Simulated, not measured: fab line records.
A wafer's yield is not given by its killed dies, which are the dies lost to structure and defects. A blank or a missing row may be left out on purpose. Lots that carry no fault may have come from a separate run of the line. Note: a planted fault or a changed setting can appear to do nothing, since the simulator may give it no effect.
fab line records	flow sky130
record: lots: 11	wafers: 33	lastDay: 50
route steps=708 shown CAPM@537 PAD_OPEN@708
lots untouched by any fault: they come from a run of this same line in which no faults occurred
startH: start of the lot's first displayed wafer, in hours after the record's first day	waitH: how many hours have passed since the lot's step before this one	" same as the row above	L1.1+2: a single row standing in for several wafers	- no value, or no start was given	* or withheld: withheld	< > ~ a bound
route shown NAME@n: a module of which the file shows steps, and the number in the route of the first	usual: mean and standard deviation over wafers with no fault	same: alike in all rows	chamber/n: place in a boat	sites: the reading at each site	_std_site: the values' standard deviation	_edge_site: the outer-site mean with the inner-site mean subtracted	radiusMm: for every site, how far away it sits from the centre of the wafer	mask NAME#n: copy n	behind: tool/chamber where the wafer was last shaped	hold: cause of the lot's hold/its duration in hours/its outcome	device: the n, p or np transistor that did not switch	end of line: at the end of the route, the tests of the same wafers	where a step has no rows: the recipe by itself	killed: the dies lost at the first sort to structure and to defects; this is not the yield of the wafer	map: a wafer's dies, x killed, . not, _ none there
set.NAME: the run value of the setting; set.NAME@STEP: its run value at that earlier step	model.NAME: the simulator's own value behind a step, which no gauge read
a sample of lots followed through the steps of the route, with each step as a table and each wafer as a row
services: a tool's chamber out of use, with start hour (startH, from the record's first day; less than 0 if before it), hours out, and reason
== steps ==
step: SKY_CAPM_CVD_00
recipe: material: SiO2	targetThkNm: 15.5	tempC: 400	timeS: withheld	rfW: 450
usual: heaterPowerW: 718/88
lot.wafer	tool	chamber	startH	waitH	heaterPowerW
L899.2	pecvd-03	2	861.32	0.0	650
L899.3	"	0	"	"	808
L899.4	"	1	"	"	698
L900.4	pecvd-03	1	866.08	0.0	670
L900.5	"	2	"	"	580
L900.6	"	0	"	"	845
L903.1	pecvd-02	2	893.30	0.0	646
L903.4	"	2	"	"	654
L903.6	"	0	"	"	691
L904.1	pecvd-01	0	901.38	0.0	701
L904.3	"	1	"	"	790
L904.5	"	2	"	"	840
L907.1	pecvd-03	0	917.54	0.0	904
L907.4	"	1	"	"	756
L907.6	"	0	"	"	895
L908.1	pecvd-02	0	930.23	0.0	676
L908.3	"	2	"	"	816
L908.4	"	1	"	"	663
L909.2	pecvd-01	0	937.84	0.0	762
L909.3	"	2	"	"	838
L909.4	"	2	"	"	808
L910.3	pecvd-01	2	942.77	0.0	846
L910.4	"	0	"	"	737
L910.6	"	1	"	"	693
L914.2	pecvd-01	1	970.50	0.0	758
L914.5	"	2	"	"	846
L914.6	"	0	"	"	721
L915.1	pecvd-03	1	971.66	0.0	698
L915.4	"	1	"	"	706
L915.5	"	0	"	"	875
L921.2	pecvd-02	2	1018.72	0.0	783
L921.3	"	0	"	"	584
L921.5	"	2	"	"	789
step: SKY_CAPM_THK_MEAS_01
recipe: reads: SiO2_of_CAPM_CVD_00
usual: CAPM_CVD_00_THK: 15.46/0.25
lot.wafer	tool	chamber	startH	waitH	CAPM_CVD_00_THK[nm]
L899.2	filmMetro-02	-	861.35	-	15.53
L899.3	"	-	"	"	15.48
L899.4	"	-	"	"	15.74
L900.4	filmMetro-04	-	866.12	-	15.68
L900.5	"	-	"	"	15.79
L900.6	"	-	"	"	15.44
L903.1	filmMetro-02	-	893.32	-	15.80
L903.4	"	-	"	"	16.33
L903.6	"	-	"	"	15.72
L904.1	filmMetro-02	-	901.40	-	15.07
L904.3	"	-	"	"	15.06
L904.5	"	-	"	"	15.83
L907.1	filmMetro-03	-	917.57	-	15.40
L907.4	"	-	"	"	15.48
L907.6	"	-	"	"	15.29
L908.1	filmMetro-02	-	930.25	-	15.40
L908.3	"	-	"	"	15.49
L908.4	"	-	"	"	15.49
L909.2	filmMetro-02	-	937.87	-	15.03
L909.3	"	-	"	"	15.38
L909.4	"	-	"	"	15.68
L910.3	filmMetro-04	-	942.81	-	15.45
L910.4	"	-	"	"	15.45
L910.6	"	-	"	"	15.40
L914.2	filmMetro-02	-	970.54	-	15.21
L914.5	"	-	"	"	15.62
L914.6	"	-	"	"	15.25
L915.1	filmMetro-04	-	971.68	-	15.39
L915.4	"	-	"	"	15.67
L915.5	"	-	"	"	15.63
L921.2	filmMetro-02	-	1018.75	-	15.74
L921.3	"	-	"	"	15.36
L921.5	"	-	"	"	15.86
step: SKY_CAPM_OVL_MEAS_12
usual: CAPM_OVL: 0.7/1.3
lot.wafer	tool	chamber	startH	waitH	CAPM_OVL[nm]
L899.2	overlay-02	-	886.79	0.1	0.1
L899.3	"	-	"	"	1.8
L899.4	"	-	"	"	1.1
L900.4	overlay-02	-	892.00	0.1	2.7
L900.5	"	-	"	"	1.9
L900.6	"	-	"	"	2.0
L903.1	overlay-01	-	918.04	0.1	1.1
L903.4	"	-	"	"	-0.5
L903.6	"	-	"	"	-0.7
L904.1	overlay-02	-	926.03	0.1	0.8
L904.3	"	-	"	"	3.1
L904.5	"	-	"	"	1.7
L907.1	overlay-02	-	942.19	0.1	1.3
L907.4	"	-	"	"	0.2
L907.6	"	-	"	"	0.2
L908.1	overlay-01	-	954.49	0.1	-2.0
L908.3	"	-	"	"	0.6
L908.4	"	-	"	"	-1.0
L909.2	overlay-01	-	962.04	0.1	2.9
L909.3	"	-	"	"	0.7
L909.4	"	-	"	"	0.5
L910.3	overlay-02	-	966.64	0.1	0.7
L910.4	"	-	"	"	0.4
L910.6	"	-	"	"	0.2
L914.2	overlay-02	-	994.43	0.1	2.3
L914.5	"	-	"	"	3.2
L914.6	"	-	"	"	2.0
L915.1	overlay-02	-	995.28	0.1	2.5
L915.4	"	-	"	"	2.6
L915.5	"	-	"	"	1.3
L921.2	overlay-02	-	1040.75	0.1	0.3
L921.3	"	-	"	"	1.6
L921.5	"	-	"	"	0.8
step: SKY_CAPM_METAL_ETCH_13
recipe: targetDepthNm: 220	stopOn: SiO2	chemistry: Cl2/BCl3	target: TiN	pressureMtorr: 10	icpW: 900	biasW: 48.5	Cl2_flow_sccm: 60	bcl3FlowSccm: 30	timeS: 62.9
usual: bcl3FlowSccm: 29.97/0.087	biasW: 48.51/0.14	drypumpMotorCurrentA: 5.9/0.39	oesProductAu: 0.934/0.0088	throttleValvePct: 21.906/0.0091
lot.wafer	tool	chamber	startH	waitH	bcl3FlowSccm	biasW	drypumpMotorCurrentA	oesProductAu	rfHoursCounterH	throttleValvePct
L899.2	rieMetal-04	0	886.82	0.0	30.03	48.56	6.1	0.945	18	21.905
L899.3	"	1	"	"	29.95	48.67	5.5	0.930	-	21.907
L899.4	"	0	"	"	29.92	48.70	6.1	0.940	-	21.889
L900.4	rieMetal-03	1	892.04	0.0	30.08	48.21	6.1	0.942	-	21.902
L900.5	"	1	"	"	29.98	48.54	6.1	0.933	-	21.905
L900.6	"	0	"	"	30.04	48.39	6.4	0.934	-	21.899
L903.1	rieMetal-04	1	918.08	0.0	29.98	48.54	5.5	0.943	2	21.897
L903.4	"	1	"	"	29.98	48.26	5.5	0.932	-	21.899
L903.6	"	1	"	"	29.93	48.56	5.5	0.930	-	21.914
L904.1	rieMetal-04	1	926.06	0.0	30.12	48.12	5.5	0.932	3	21.909
L904.3	"	1	"	"	30.04	48.29	5.5	0.928	-	21.914
L904.5	"	1	"	"	29.91	48.19	5.5	0.944	-	21.885
L907.1	rieMetal-04	0	942.23	0.0	30.00	48.35	6.1	0.944	1	21.891
L907.4	"	0	"	"	30.13	48.53	6.1	0.933	-	21.906
L907.6	"	0	"	"	29.94	48.52	6.1	0.945	-	21.913
L908.1	rieMetal-03	1	954.53	0.0	29.85	48.51	6.2	0.922	0	21.916
L908.3	"	1	"	"	30.00	48.48	6.2	0.922	-	21.910
L908.4	"	0	"	"	30.04	48.62	6.4	0.936	-	21.914
L909.2	rieMetal-01	1	962.07	0.0	29.99	48.48	6.0	0.939	4	21.905
L909.3	"	1	"	"	30.01	48.64	6.1	0.942	-	21.911
L909.4	"	0	"	"	29.92	48.58	5.3	0.939	-	21.907
L910.3	rieMetal-03	1	966.69	0.0	29.95	48.36	6.1	0.937	-	21.904
L910.4	"	0	"	"	29.87	48.69	6.4	0.933	-	21.891
L910.6	"	1	"	"	29.89	48.43	6.1	0.921	-	21.897
L914.2	rieMetal-04	1	994.46	0.0	-	-	-	-	-	-
L914.5	"	0	"	"	-	-	-	-	-	-
L914.6	"	1	"	"	-	-	-	-	-	-
L915.1	rieMetal-01	1	995.32	0.0	-	-	-	-	-	-
L915.4	"	1	"	"	-	-	-	-	-	-
L915.5	"	0	"	"	-	-	-	-	-	-
L921.2	rieMetal-04	1	1040.78	0.0	29.84	48.64	5.5	0.925	10	21.915
L921.3	"	1	"	"	29.83	48.27	5.5	0.928	-	21.911
L921.5	"	0	"	"	30.00	48.45	6.2	0.940	-	21.898
step: SKY_CAPM_STRIP_14
recipe: chemistry: O2/N2	powerW: 1400	pressureMtorr: 1500	platenTempC: withheld	o2FlowSccm: 3000	n2FlowSccm: 300	overashFraction: 0.5
usual: drypumpMotorCurrentA: 5.7/0.77	oesProductAu: 0.710/0.0045	stripTimeToEndpointS: 12.66/0.044
lot.wafer	tool	chamber	startH	waitH	drypumpMotorCurrentA	oesProductAu	rfHoursCounterH	stripTimeToEndpointS
L899.2	plasmaAsher-01	1	886.90	0.1	6.7	0.718	50	12.64
L899.3	"	0	"	"	5.9	0.706	-	12.64
L899.4	"	1	"	"	6.7	0.710	-	12.62
L900.4	plasmaAsher-01	0	892.13	0.1	5.9	0.713	-	12.61
L900.5	"	1	"	"	6.6	0.709	-	12.67
L900.6	"	0	"	"	5.9	0.710	-	12.58
L903.1	plasmaAsher-02	1	918.23	0.1	5.0	0.710	105	12.62
L903.4	"	1	"	"	5.1	0.709	-	12.66
L903.6	"	0	"	"	4.8	0.714	-	12.62
L904.1	plasmaAsher-01	1	926.22	0.1	6.6	0.704	55	12.72
L904.3	"	1	"	"	6.6	0.708	-	12.70
L904.5	"	1	"	"	6.6	0.707	-	12.70
L907.1	plasmaAsher-03	1	942.30	0.1	6.7	0.703	20	12.73
L907.4	"	0	"	"	6.5	0.709	-	12.69
L907.6	"	0	"	"	6.4	0.705	-	12.71
L908.1	plasmaAsher-02	0	954.60	0.1	4.8	0.714	109	12.68
L908.3	"	0	"	"	4.8	0.714	-	12.67
L908.4	"	1	"	"	5.1	0.711	-	12.59
L909.2	plasmaAsher-02	0	962.15	0.1	4.8	0.707	110	12.74
L909.3	"	1	"	"	5.0	0.704	-	12.70
L909.4	"	0	"	"	4.8	0.706	-	12.66
L910.3	plasmaAsher-02	1	966.78	0.1	5.1	0.708	-	12.67
L910.4	"	0	"	"	4.8	0.715	-	12.61
L910.6	"	1	"	"	5.1	0.709	-	12.63
L914.2	plasmaAsher-01	0	994.54	0.1	5.9	0.711	63	14.21
L914.5	"	0	"	"	5.9	0.701	-	14.23
L914.6	"	1	"	"	6.6	0.716	-	14.19
L915.1	plasmaAsher-01	0	995.40	0.1	5.9	0.712	63	14.14
L915.4	"	0	"	"	5.9	0.713	-	14.22
L915.5	"	1	"	"	6.7	0.712	-	14.17
L921.2	plasmaAsher-01	0	1040.85	0.1	5.9	0.710	68	12.64
L921.3	"	1	"	"	6.6	0.710	-	12.66
L921.5	"	1	"	"	6.6	0.704	-	12.63
step: SKY_PAD_OPEN_PROBE_99
usual: defectLimitedYield: 82.9/2.2	killed_at_M0_to_M3: 42/7	killed_at_M4_up: 2.8/1.8	killedAtContacts: 24/5.8	killedAtFrontEnd: 15/4.8	killedAtOther: 0.3/0.56	killedDies: 84/11	killedOnRim: 17/4.2	killedOpen: 46/7.8	killedShort: 38/6.3	sort_bin_3_pad_short: 0.8/0.43	sort_bin_5_function: 10.2/1.6	sort_bin_6_memory: 6.0/1.1	sortNPass: 408/11	sortYieldPct: 82.9/2.2
same: grossDies: 492	killedAtBackSide: 0	sort_bin_4_leakage[%]: 0	sort_bin_8_speed[%]: 0
lot.wafer	tool	chamber	startH	waitH	defectLimitedYield[%]	killed_at_M0_to_M3	killed_at_M4_up	killedAtContacts	killedAtFrontEnd	killedAtOther	killedDies	killedOnRim	killedOpen	killedShort	sort_bin_3_pad_short[%]	sort_bin_5_function[%]	sort_bin_6_memory[%]	sortNPass	sortYieldPct[%]
L899.2	prober-02	-	1084.19	0.1	82.3	38	4	32	13	0	87	16	54	32	0.4	9.8	7.5	405	82.3
L899.3	prober-02	-	1084.24	0.2	83.9	39	4	21	14	1	79	15	41	37	0.4	10.8	4.9	413	83.9
L899.4	prober-02	-	1084.29	0.2	84.6	31	7	23	14	1	76	11	36	39	0.6	9.1	5.7	416	84.6
L900.4	prober-01	-	1090.97	0.2	87.0	33	7	17	7	0	64	14	31	33	0.6	7.5	4.9	428	87.0
L900.5	prober-01	-	1091.02	0.2	83.7	43	2	17	17	1	80	18	42	38	1.0	10.0	5.3	412	83.7
L900.6	prober-01	-	1091.07	0.2	82.9	42	6	24	12	0	84	19	42	42	1.2	10.4	5.5	408	82.9
L907.1	prober-02	-	1129.69	0.1	84.1	50	4	11	13	0	78	19	53	25	0.2	8.3	7.3	414	84.1
L907.4	prober-02	-	1129.84	0.2	79.5	57	3	33	8	0	101	20	53	48	0.8	12.0	7.7	391	79.5
L907.6	prober-02	-	1129.94	0.2	83.1	34	3	30	15	1	83	19	43	40	1.0	10.0	5.9	409	83.1
L908.1	prober-01	-	1140.01	0.1	82.7	43	4	23	15	0	85	15	43	42	1.4	10.4	5.5	407	82.7
L908.3	prober-01	-	1140.11	0.2	80.9	43	6	33	12	0	94	12	51	43	0.2	11.0	7.9	398	80.9
L908.4	prober-01	-	1140.16	0.2	82.1	35	1	27	25	0	88	14	50	38	0.6	10.8	6.5	404	82.1
L910.3	prober-01	-	1148.66	0.2	83.5	44	5	12	19	1	81	19	44	37	0.6	10.2	5.7	411	83.5
L910.4	prober-01	-	1148.71	0.2	81.7	45	2	28	14	1	90	22	51	39	0.8	11.8	5.7	402	81.7
L910.6	prober-01	-	1148.81	0.2	84.6	46	2	11	17	0	76	11	37	39	0.4	9.1	5.9	416	84.6
L914.2	prober-01	-	1170.64	0.1	0	47	4	30	14	397	492	96	47	47	1.8	93.1	5.1	0	0
L914.5	prober-01	-	1170.79	0.2	0	39	2	24	16	411	492	96	41	40	0.8	93.3	5.9	0	0
L914.6	prober-01	-	1170.84	0.2	0	40	2	16	10	424	492	96	38	29	0.6	93.7	5.7	0	0
L915.1	prober-02	-	1170.94	0.1	0	28	3	27	15	419	492	96	35	39	1.0	95.5	3.5	0	0
L915.4	prober-02	-	1171.09	0.2	0	41	3	22	15	411	492	96	50	31	0.4	93.5	6.1	0	0
L915.5	prober-02	-	1171.14	0.2	0	37	1	26	13	415	492	96	37	40	0.6	94.7	4.7	0	0
killed by level:class
L899.2 CONTACT:geometricParticle:open=17 VIA1:geometricParticle:open=7 LI_CONTACT:geometricParticle:open=6 LOCAL_INTERCONNECT:geometricParticle:short=6 VIA2:geometricParticle:open=6 METAL1:geometricParticle:short=5 VIA3:geometricParticle:open=5 POLY_GATE:geometricParticle:open=4
L899.3 VIA1:geometricParticle:open=11 CONTACT:geometricParticle:open=9 POLY_GATE:geometricParticle:open=5 LOCAL_INTERCONNECT:geometricParticle:short=5 METAL2:geometricParticle:short=5 METAL1:geometricParticle:short=4 VIA2:geometricParticle:open=4 FIELD_ISO:geometricParticle:short=3
L899.4 LI_CONTACT:geometricParticle:open=7 CONTACT:geometricParticle:open=6 VIA2:geometricParticle:open=6 METAL4:geometricParticle:short=6 CONTACT:geometricParticle:short=5 METAL1:geometricParticle:short=5 METAL2:geometricParticle:short=4 VIA3:geometricParticle:open=4
L900.4 VIA3:geometricParticle:open=9 METAL2:geometricParticle:short=6 LI_CONTACT:geometricParticle:open=6 METAL4:geometricParticle:short=6 VIA1:geometricParticle:short=5 CONTACT:geometricParticle:short=4 METAL1:geometricParticle:short=4 LOCAL_INTERCONNECT:geometricParticle:short=3
L900.5 METAL2:geometricParticle:short=10 LI_CONTACT:geometricParticle:open=8 VIA3:geometricParticle:open=8 VIA1:geometricParticle:open=6 VIA2:geometricParticle:open=6 POLY_GATE:geometricParticle:open=5 FIELD_ISO:geometricParticle:short=4 METAL1:geometricParticle:short=4
L900.6 VIA3:geometricParticle:open=10 VIA1:geometricParticle:open=8 CONTACT:geometricParticle:open=7 LI_CONTACT:geometricParticle:open=6 LOCAL_INTERCONNECT:geometricParticle:short=6 METAL2:geometricParticle:short=6 VIA3:geometricParticle:short=5 METAL4:geometricParticle:short=5
L907.1 VIA1:geometricParticle:open=17 VIA3:geometricParticle:open=7 VIA2:geometricParticle:open=6 METAL2:geometricParticle:short=5 CONTACT:geometricParticle:open=5 FIELD_ISO:geometricParticle:open=4 LI_CONTACT:geometricParticle:open=4 METAL1:geometricParticle:short=4
L907.4 VIA3:geometricParticle:open=11 CONTACT:geometricParticle:open=9 LI_CONTACT:geometricParticle:open=9 VIA1:geometricParticle:open=9 VIA1:geometricParticle:short=8 VIA2:geometricParticle:open=7 LOCAL_INTERCONNECT:geometricParticle:short=6 METAL1:geometricParticle:short=6
L907.6 CONTACT:geometricParticle:open=11 LI_CONTACT:geometricParticle:open=8 VIA3:geometricParticle:open=8 METAL2:geometricParticle:short=7 VIA1:geometricParticle:open=5 POLY_GATE:geometricParticle:short=4 SPACER:geometricParticle:short=4 VIA1:geometricParticle:short=4
L908.1 VIA1:geometricParticle:open=10 LI_CONTACT:geometricParticle:open=6 VIA1:geometricParticle:short=6 LOCAL_INTERCONNECT:geometricParticle:short=6 POLY_GATE:geometricParticle:short=5 CONTACT:geometricParticle:open=5 VIA3:geometricParticle:open=5 FIELD_ISO:geometricParticle:short=4
L908.3 CONTACT:geometricParticle:open=11 VIA3:geometricParticle:open=10 LI_CONTACT:geometricParticle:open=8 VIA1:geometricParticle:open=8 VIA3:geometricParticle:short=7 LI_CONTACT:geometricParticle:short=6 FIELD_ISO:geometricParticle:open=5 METAL1:geometricParticle:short=5
L908.4 CONTACT:geometricParticle:open=18 POLY_GATE:geometricParticle:short=7 VIA1:geometricParticle:open=6 METAL1:geometricParticle:short=6 POLY_GATE:geometricParticle:open=5 METAL2:geometricParticle:short=5 FIELD_ISO:geometricParticle:open=4 VIA2:geometricParticle:open=4
L910.3 VIA1:geometricParticle:open=8 VIA2:geometricParticle:open=7 FIELD_ISO:geometricParticle:open=6 CONTACT:geometricParticle:open=6 METAL2:geometricParticle:short=6 VIA2:geometricParticle:short=5 METAL1:geometricParticle:short=4 METAL2:geometricParticle:open=4
L910.4 VIA1:geometricParticle:open=12 CONTACT:geometricParticle:open=9 VIA2:geometricParticle:open=7 VIA3:geometricParticle:open=7 CONTACT:geometricParticle:short=6 VIA1:geometricParticle:short=6 LOCAL_INTERCONNECT:geometricParticle:short=5 FIELD_ISO:geometricParticle:open=4
L910.6 METAL2:geometricParticle:short=8 VIA1:geometricParticle:short=7 METAL1:geometricParticle:short=6 VIA1:geometricParticle:open=6 VIA2:geometricParticle:open=5 VIA3:geometricParticle:open=5 FIELD_ISO:geometricParticle:open=4 FIELD_ISO:geometricParticle:short=4
L914.2 CAPM:areaEtch=397 VIA1:geometricParticle:open=14 LOCAL_INTERCONNECT:geometricParticle:short=10 CONTACT:geometricParticle:open=9 VIA2:geometricParticle:short=6 LI_CONTACT:geometricParticle:open=6 VIA3:geometricParticle:open=6 METAL2:geometricParticle:short=5
L914.5 CAPM:areaEtch=411 CONTACT:geometricParticle:open=8 VIA1:geometricParticle:open=8 LOCAL_INTERCONNECT:geometricParticle:short=6 VIA2:geometricParticle:open=6 POLY_GATE:geometricParticle:open=5 POLY_GATE:geometricParticle:short=5 METAL1:geometricParticle:short=5
L914.6 CAPM:areaEtch=424 VIA1:geometricParticle:open=11 CONTACT:geometricParticle:short=7 LI_CONTACT:geometricParticle:open=5 VIA1:geometricParticle:short=5 VIA3:geometricParticle:open=5 VIA3:geometricParticle:short=4 METAL2:geometricParticle:short=4
L915.1 CAPM:areaEtch=418 CONTACT:geometricParticle:open=10 LOCAL_INTERCONNECT:geometricParticle:short=6 LI_CONTACT:geometricParticle:open=5 VIA1:geometricParticle:open=5 METAL1:geometricParticle:short=4 VIA1:geometricParticle:short=4 VIA2:geometricParticle:open=4
L915.4 CAPM:areaEtch=411 CONTACT:geometricParticle:open=11 VIA1:geometricParticle:open=10 VIA1:geometricParticle:short=7 VIA3:geometricParticle:open=7 VIA2:geometricParticle:open=7 LI_CONTACT:geometricParticle:open=6 POLY_GATE:geometricParticle:open=5
L915.5 CAPM:areaEtch=415 VIA1:geometricParticle:open=12 CONTACT:geometricParticle:short=8 LI_CONTACT:geometricParticle:open=7 CONTACT:geometricParticle:open=5 VIA3:geometricParticle:open=5 LI_CONTACT:geometricParticle:short=4 VIA2:geometricParticle:short=4
== services ==
tool	chamber	startH	hours	kind
rieMetal-04	1	841.74	-	clean
rieMetal-04	1	841.74	19.3	scheduledDown
rieMetal-04	1	841.74	19.3	ventCycle
pecvd-01	1	848.74	16.5	scheduledDown
plasmaAsher-01	-	860.48	1.4	repair
pecvd-03	0	875.32	5.5	scheduledDown
plasmaAsher-01	-	875.32	1.2	repair
pecvd-01	-	880.56	0.5	repair
plasmaAsher-02	-	880.67	14.6	pm
pecvd-02	-	883.30	3.1	repair
rieMetal-04	-	889.96	2.8	pm
plasmaAsher-02	-	897.25	16.6	repair
rieMetal-04	0	910.49	-	clean
rieMetal-04	0	910.49	17.5	scheduledDown
rieMetal-04	0	910.49	17.5	ventCycle
pecvd-03	1	923.96	19.4	repair
rieMetal-04	0	951.34	7.3	repair
rieMetal-01	-	967.93	4.3	pm
pecvd-01	-	974.17	16.3	repair
rieMetal-03	0	975.18	21.3	repair
pecvd-02	1	978.51	7.4	repair
rieMetal-03	-	1002.87	0.5	repair
pecvd-01	2	1023.14	4.7	repair
rieMetal-03	-	1037.16	14.6	pm
== key ==
firstSign: step: SKY_CAPM_METAL_ETCH_13	reading: toolRecord	direction: missing
effect: step: SKY_CAPM_STRIP_14	reading: stripTimeToEndpointS	direction: up	sigmas: 35	usual: *	struck: *
effect: step: SKY_PAD_OPEN_PROBE_99	reading: killedAtOther	direction: up	sigmas: 99+	usual: 0.3	struck: 412.8
moreKillsBornAt: SKY_CAPM_METAL_ETCH_13@rieMetal-01: 1244	SKY_CAPM_METAL_ETCH_13@rieMetal-04: 1232
metAt SKY_CAPM_METAL_ETCH_13
struckLots L914,L915
laterRowsLeftOut L914.2,L914.5,L914.6,L915.1,L915.4,L915.5
notActingAt SKY_CAPM_CVD_00,SKY_CAPM_THK_MEAS_01,SKY_CAPM_OVL_MEAS_12
onsetBetween 962.07 994.46
fault: kind: skippedStepWhole	tool: rieMetal-01,rieMetal-04	chamber: -	onsetH: 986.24	steps: SKY_CAPM_METAL_ETCH_13	scope: struckLotsOnly
laterRowsLeftOut: the simulator's readings of these wafers behind a module that went badly wrong aren't trusted and aren't shown, but for the sort
